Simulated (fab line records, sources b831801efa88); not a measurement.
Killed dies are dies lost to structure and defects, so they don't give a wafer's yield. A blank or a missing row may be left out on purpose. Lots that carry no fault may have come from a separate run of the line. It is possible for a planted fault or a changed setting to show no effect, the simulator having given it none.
A lot that was struck, set against a sound lot | flow sky130 | 22 out of 708 route steps
Sound: these wafers, L914.2, L914.5, L914.6. Wafers L924.1, L924.3, L924.5 were the ones struck. The cause comes at the end.
Order at every step that has rows: each side's tool, ch and its chambers, its first start. Under that, the readings that differ: sound wafers | struck wafers | difference of the means | sigmas: that difference in standard deviations of wafers without a fault.
alike: readings whose means differ by less than 2 such deviations, and words and numbers that are the same on both sides. not compared: withheld readings, readings that some wafer has no value for, bounds like >300 that may hide the same value, and numbers for which the record gives no deviation and whose values overlap.
The two part at a step that has a row with sigmas, a row that says differs or no value, or rows on one side only. When numbers do not overlap yet have no deviation, they are printed without sigmas and do not part them. Lack of a reading on every wafer of one side parts them only where that side has two or more wafers.

first, 1 step without rows for these wafers: SKY_POLY_GATE_OXIDATION_20 (stabilise 600 s, purge 300 s, target thk 4 nm).
SKY_POLY_GATE_THK_MEAS_21:
  sound: film metro-03 at day 18 06:42; struck: film metro-01 at day 22 07:34
  alike: POLY_GATE_OXIDATION_THK
SKY_POLY_GATE_CD_MEAS_22:
  sound: cd sem-02 at day 18 06:47; struck: cd sem-02 at day 22 07:38
  alike: cd nm
then, 7 steps without rows for these wafers: SKY_LDD_N_DEHYDRATE_00 (time 60 s); SKY_LDD_N_HMDS_01 (prime time 60 s); SKY_LDD_N_COAT_02 (resist thk 300 nm); SKY_LDD_N_SOFTBAKE_03 (time 60 s); SKY_LDD_N_EXPOSE_04 (exposes mask NTM, target cd 840 nm); SKY_LDD_N_PEB_05; SKY_LDD_N_DEVELOP_06 (develop time 60 s).
SKY_LDD_N_OVL_MEAS_07:
  sound: overlay-01 at day 19 12:56; struck: overlay-01 at day 23 14:10
  reading        | sound       | struck         | difference | sigmas
  LDD_N_OVL (nm) | 3.0 1.1 2.3 | -0.9 -2.2 -2.2 | -3.9       | -3
following that, these wafers have no rows for 1 step: SKY_LDD_N_IMPLANT_08.
SKY_LDD_N_IMPLANT_09:
  sound on implanter-04 ch 0, day 19 13:08; struck on implanter-04 ch 0, day 23 14:22
  reading            | sound                         | struck                        | difference | sigmas
  beam on s (s)      | 10.03 9.79 10.46              | 10.87 10.79 10.65             | +0.68      | +3
  dose ions cm2      | 7.492e+13 7.482e+13 7.499e+13 | 9.324e+13 9.321e+13 9.316e+13 | +1.829e+13 | +99 or more
  faraday current uA | 423 432 402                   | 482 485 492                   | +67        | +7
then, 6 steps without rows for these wafers: SKY_LDD_N_IMPLANT_10; SKY_LDD_N_IMPLANT_11; SKY_LDD_N_IMPLANT_12; SKY_LDD_N_IMPLANT_13; SKY_LDD_N_IMPLANT_14; SKY_LDD_N_IMPLANT_15.
SKY_LDD_N_STRIP_16: strips in O2/N2.
  sound on plasma asher-04 ch 0,1, day 19 14:10; struck on plasma asher-01 ch 0,1, day 23 15:25
  reading                      | sound             | struck            | difference | sigmas
  strip time to endpoint s (s) | 4.308 4.308 4.323 | 4.404 4.364 4.374 | +0.068     | +4
  alike: drypump motor current A, oes product au
  not compared: rf hours counter h
SKY_LDD_N_TW_MEAS_17:
  sound: film metro-04 at day 19 14:17; struck: film metro-01 at day 23 15:31
  reading  | sound          | struck         | difference | sigmas
  LDD_N_TW | 2589 2570 2590 | 2623 2648 2632 | +51        | +2
-- the record jumps here: 26 days lie between the struck wafers' starts before and after (it left off in module LDD_N and takes up again in module PAD_OPEN, whose first step shown is number 708 of the route) --
SKY_PAD_OPEN_PROBE_99:
  sound: prober-02 at day 46 23:52; struck: prober-01 at day 49 14:15
  reading                     | sound             | struck            | difference | sigmas
  model.etest.tip n.rs ohm sq | 439.3 433.6 438.3 | 422.3 420.1 421.9 | -15.6      |
  alike: killed_at_M0_to_M3, killed_at_M4_up, killed at contacts, killed at front end, killed at other, killed dies, killed open, killed short

## WHERE THEY PART
Last at SKY_LDD_N_TW_MEAS_17 as far as this record goes, first at SKY_LDD_N_OVL_MEAS_07. Later steps at which nothing parts them and some readings are alike: SKY_PAD_OPEN_PROBE_99.

WHY: what the simulator had put in
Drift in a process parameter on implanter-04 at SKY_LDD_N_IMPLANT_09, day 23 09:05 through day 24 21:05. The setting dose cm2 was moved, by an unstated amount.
